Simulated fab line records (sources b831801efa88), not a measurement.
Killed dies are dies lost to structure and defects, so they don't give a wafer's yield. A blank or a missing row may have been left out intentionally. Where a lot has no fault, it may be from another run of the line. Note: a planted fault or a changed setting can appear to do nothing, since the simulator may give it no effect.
8D (eight disciplines) problem report, filled in by code | flow sky130 | the parts of the form that need people (team, actions taken, sign-off) are left out

== 1. THE ISSUE ==
Wafers without a fault read 3.1, standard deviation 1.9; killed_at_M4_up at SKY_PAD_OPEN_PROBE_99 reads a mean of 41.5 on 6 wafers belonging to 2 lots. Relative to the usual mean, that is a shift of +20 standard deviations.
Earliest sighting: wafer L384.1 on prober-02 at day 48 15:20. Wafers with a number at this step in the record: 6, from 2 lots. Rule for "out", or "out of limits": more than 4 standard deviations from the usual mean. The other wafers with a number count as sound.

== 2. WHAT IT IS; WHAT IT IS NOT ==
question                    | is                     | is not
which readings at this step | killed_at_M4_up        | killed_at_M0_to_M3, killed at contacts, killed at front end, killed at other, killed short, sort_bin_6_memory
which lots                  | L384, L386             | -
which wafers of those lots  | all that have a number | -
read on which tools         | prober-02              | -
when                        | from day 48 15:20      | up to then (0 sound wafers)

== 3. SUSPECTS, AND WHAT RULES EACH OUT ==
Counting: a tool at any process step up to the reading remains a suspect when it ran all the lots that are out and ran no sound lot after the first of those.
- wet bench-04 at SKY_VIA4_CLEAN_15 (cleans in IPA, time 180 s): kept. It ran every lot that is out, first L384 (day 45 23:32), and no sound lot after that.
- plasma asher-03 at SKY_PAD_OPEN_STRIP_08 (strips in O2/N2): kept. It ran every lot that is out, first L384 (day 48 13:04), and no sound lot after that.
- prober-02 at SKY_PAD_OPEN_PROBE_99: kept. It ran every lot that is out, first L384 (day 48 15:20), and no sound lot after that. Out on those wafers are its own readings of killed_at_M4_up.
wet bench-04 at SKY_VIA4_CLEAN_15, plasma asher-03 at SKY_PAD_OPEN_STRIP_08 and prober-02 at SKY_PAD_OPEN_PROBE_99 are what is left after counting.

== 4. THE CAUSE (what the simulator had put in) ==
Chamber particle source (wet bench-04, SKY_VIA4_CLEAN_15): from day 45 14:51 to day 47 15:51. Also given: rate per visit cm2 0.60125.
Of the 3 suspects that counting leaves, this tool is one.

== 5. SEQUENCE OF EFFECTS, ordered by route ==
Rows list readings where the struck wafers' mean (over those with a number) sits beyond 3 standard deviations from the usual. Readings are gone through only where the record gives a usual standard deviation; hours: the median, over the lots, of the time from a lot's start at the first step in this table giving one to that lot's start at this step; sigmas: the change measured in usual standard deviations.
hours | step                  | reading              | usual  | on struck wafers | change | sigmas
0     | SKY_PAD_OPEN_PROBE_99 | defect limited yield | 82.8 % | 75.2             | -7.6   | -4.2
0     | SKY_PAD_OPEN_PROBE_99 | killed_at_M4_up      | 3.1    | 41.5             | +38.4  | +20
0     | SKY_PAD_OPEN_PROBE_99 | killed dies          | 85     | 122              | +37    | +4.2
0     | SKY_PAD_OPEN_PROBE_99 | sort_bin_3_pad_short | 0.8 %  | 2.1              | +1.3   | +3.2
0     | SKY_PAD_OPEN_PROBE_99 | sort_bin_5_function  | 10.4 % | 15.6             | +5.2   | +3.5
0     | SKY_PAD_OPEN_PROBE_99 | sort n pass          | 407    | 370              | -37    | -4.2
0     | SKY_PAD_OPEN_PROBE_99 | sort yield pct       | 82.8 % | 75.2             | -7.6   | -4.2
Process steps it contains:
- SKY_PAD_OPEN_PROBE_99

== 6. WHAT WOULD HAVE CAUGHT IT SOONER ==
72 hours passed between the start of the fault at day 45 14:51 and the first reading out of limits in this record, taken at day 48 15:20.
Lots out: 2; all had begun SKY_VIA4_CLEAN_15 on wet bench-04 by day 48 15:20. Had the tool been put on hold then, not one of them would have been saved.
